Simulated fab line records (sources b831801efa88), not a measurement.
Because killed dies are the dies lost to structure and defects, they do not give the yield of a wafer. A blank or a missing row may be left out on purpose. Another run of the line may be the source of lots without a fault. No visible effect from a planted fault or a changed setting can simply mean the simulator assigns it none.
Struck lot and sound lot, side by side | flow sky130 | 15 out of 708 route steps
Sound: these wafers, L622.1, L622.4, L622.5. Struck: wafer L635.1. (L635.2, L635.4 of the same lot were not struck and are left out.) The cause comes at the end.
Order at every step that has rows: each side's tool, ch and its chambers, its first start. Under that, the readings that differ: sound wafers | struck wafers | difference of the means | sigmas: that difference in standard deviations of wafers without a fault.
alike: readings with means less than 2 such deviations apart, plus words and numbers identical on both sides. not compared: withheld readings, readings lacking a value on some wafer, bounds such as >300 that could conceal the same value, and numbers that have no deviation in the record and whose values overlap.
Wherever a step has rows on one side only, a row that says differs or no value, or a row with sigmas, the two part there. Numbers that don't overlap but have no deviation are shown without sigmas and don't part them. A reading missing from all wafers of one side parts the sides only when that side holds two or more wafers.

first, 8 steps without rows for these wafers: SKY_FIELD_ISO_DEHYDRATE_05 (time 60 s); SKY_FIELD_ISO_HMDS_06 (prime time 60 s); SKY_FIELD_ISO_COAT_07 (resist thk 60 nm); SKY_FIELD_ISO_COAT_08 (resist thk 450 nm); SKY_FIELD_ISO_SOFTBAKE_09 (time 90 s); SKY_FIELD_ISO_EXPOSE_10 (exposes mask FOM, target cd 150 nm); SKY_FIELD_ISO_PEB_11; SKY_FIELD_ISO_DEVELOP_12 (develop time 60 s).
SKY_FIELD_ISO_CD_MEAS_13: the cd target is 150 nm.
  sound: cd sem-02 at day 2 08:41; struck: cd sem-01 at day 5 06:19
  alike: cd nm
SKY_FIELD_ISO_ETCH_14: etches BARC in N2/H2, stops on SiO2, time 45.9 s, target depth 60 nm.
  sound on rie diel-02 ch 2,3, day 2 08:48; struck on rie diel-01 ch 0, day 5 06:26
  alike: chamber pressure mTorr, drypump motor current A, h2 flow sccm, oes product au, run length s, throttle valve pct
  not compared: rf hours counter h
SKY_FIELD_ISO_ETCH_15: etches the open film in CHF3/O2, stops on Si, target depth 180 nm, time 72 s.
  sound on rie diel-02 ch 2,3, day 2 08:50; struck on rie diel-01 ch 0, day 5 06:29
  alike: chamber pressure mTorr, drypump motor current A, oes product au, run length s, throttle valve pct
  not compared: rf hours counter h
SKY_FIELD_ISO_STRIP_16: strips in O2/N2.
  sound on plasma asher-03 ch 0,1, day 2 08:54; struck on plasma asher-04 ch 0, day 5 06:32
  alike: chamber pressure mTorr, drypump motor current A, oes product au, strip time to endpoint s
  not compared: rf hours counter h
SKY_FIELD_ISO_ETCH_17: etches Si in HBr/Cl2/O2, target depth 342 nm, time 97.7 s.
  sound on rie si-02 ch 0,2,3, day 2 09:00; struck on rie si-02 ch 3, day 5 06:38
  reading                               | sound             | struck | difference | sigmas
  run length s (s)                      | 126.0 126.9 126.0 | 133.5  | +7.2       | +18
  model.etch.depth nm (nm)              | 340.4 343.4 337.8 | 364.7  | +24.2      |
  model.FIELD_ISO.feature depth nm (nm) | 340.4 343.4 337.8 | 364.7  | +24.2      |
  alike: chamber pressure mTorr, drypump motor current A, oes product au, throttle valve pct
  not compared: rf hours counter h
then, 1 step without rows for these wafers: SKY_FIELD_ISO_WET_ETCH_18 (etches Si3N4 in H3PO4, target depth 25 nm, time 286 s).
-- a jump in the record: the struck wafers' starts before and after are 44 days apart (it breaks off in module FIELD_ISO and resumes in module PAD_OPEN, where the first step shown is number 708 of the route) --
SKY_PAD_OPEN_PROBE_99:
  sound: prober-02 at day 45 19:33; struck: prober-01 at day 49 02:53
  reading                                 | sound                         | struck    | difference | sigmas
  killed at contacts                      | 24 30 25                      | 15        | -11        | -2
  killed at other                         | 0 1 0                         | 2         | +2         | +3
  killed dies                             | 90 90 106                     | 66        | -29        | -3
  killed open                             | 52 43 55                      | 35        | -15        | -2
  killed short                            | 38 47 51                      | 31        | -14        | -3
  model.etest.res_p_drift_20v.line ohm um | 1.122e+04 1.148e+04 1.108e+04 | 1.458e+04 | +3.320e+03 |
  model.etest.res_p_drift_20v.rs ohm sq   | 9327 9514 9228                | 1.219e+04 | +2.834e+03 |
  model.etest.pfet_16v.r on ohm um        | 1.5e+04 1.503e+04 1.487e+04   | 1.649e+04 | +1.523e+03 |
  model.etest.res iso pwell.rs ohm sq     | 2956 3021 2911                | 3849      | +886       |
  model.etest.res iso pwell.line ohm um   | 1099 1140 1101                | 1478      | +365       |
  model.etest.res nwell.rs ohm sq         | 966.7 970.1 954.8             | 987.7     | +23.8      |
  model.etest.res nwell.line ohm um       | 1171 1175 1145                | 1128      | -36        |
  model.etest.pfet_16v.drive ua um        | 247.6 246.1 245.9             | 228.7     | -17.8      |
  alike: killed_at_M0_to_M3, killed_at_M4_up, killed at front end

## WHERE THEY PART
First at SKY_FIELD_ISO_ETCH_17; last, within this record, at SKY_PAD_OPEN_PROBE_99.

WHY: what had been put in by the simulator
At SKY_FIELD_ISO_ETCH_17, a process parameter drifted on rie si-02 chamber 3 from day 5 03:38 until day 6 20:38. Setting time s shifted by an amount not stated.
